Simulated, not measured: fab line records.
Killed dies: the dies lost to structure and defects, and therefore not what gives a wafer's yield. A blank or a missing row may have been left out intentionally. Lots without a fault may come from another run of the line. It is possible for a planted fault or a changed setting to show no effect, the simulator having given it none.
Chamber matching    flow sky130    pecvd-01 running SKY_CAP2M_CVD_00: 3 sister chambers
The step deposits SiO2, target thk 15.5 nm. 16 wafers are shown with their chamber, then 8 later ones without.

WAFERS WITH THEIR CHAMBER
wafer   chamber  heater-power-w (W)  rf-fwd-power-W (W)
L076.1  1        599                 440.2
L076.3  0        661                 440.4
L076.6  1        611                 442.7
L078.1  0        614                 440.5
L078.3  2        777                 444.1
L078.6  1        682                 445.1
L080.1  2        772                 442.5
L080.3  1        659                 444.6
L080.4  1        643                 442.3
L082.3  2        826                 442.2
L082.4  1        727                 442.1
L082.6  2        854                 444.0
L084.1  0        608                 442.5
L084.3  2        786                 445.0
L084.6  0        610                 443.1
L086.1  2        750                 447.1

SIGNATURES (averages over the wafers above)
reading         chamber 0  chamber 1  chamber 2  scatter within a chamber
heater-power-w  623.25     653.50     794.17     39.7
rf-fwd-power-W  441.625    442.833    444.150    1.7
Rule: a wafer's distance from a chamber is the root of the sum, over the readings, of the square of ((its reading less the chamber's mean) divided by the reading's scatter). If the next closest chamber is less than 2 further off than the closest, the wafer can't be placed; otherwise it belongs to the closest. The scatter: take each reading less its chamber's mean, square it, sum over the shown wafers, divide by the number of wafers less the number of chambers, and take the root.

WAFERS WHOSE CHAMBER IS MISSING
wafer   heater-power-w (W)  rf-fwd-power-W (W)
L086.2  570                 440.5
L086.4  725                 442.5
L088.3  715                 445.3
L088.4  730                 443.1
L088.5  754                 443.1
L093.2  730                 440.1
L093.5  720                 441.4
L093.6  846                 444.8

WHICH CHAMBER EACH ONE RAN IN
wafer   from the rows above           in truth
L086.2  can't be placed: 0 or 1       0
L086.4  can't be placed: 1 or 2 or 0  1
L088.3  can't be placed: 2 or 1 or 0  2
L088.4  can't be placed: 2 or 1 or 0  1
L088.5  can't be placed: 2 or 1       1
L093.2  can't be placed: 1 or 0 or 2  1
L093.5  can't be placed: 1 or 0 or 2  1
L093.6  2                             2
Correct placement for 1 of the 8. These rows do not allow placing 7 (true chamber among the candidates in 7). 0 placed wrongly.
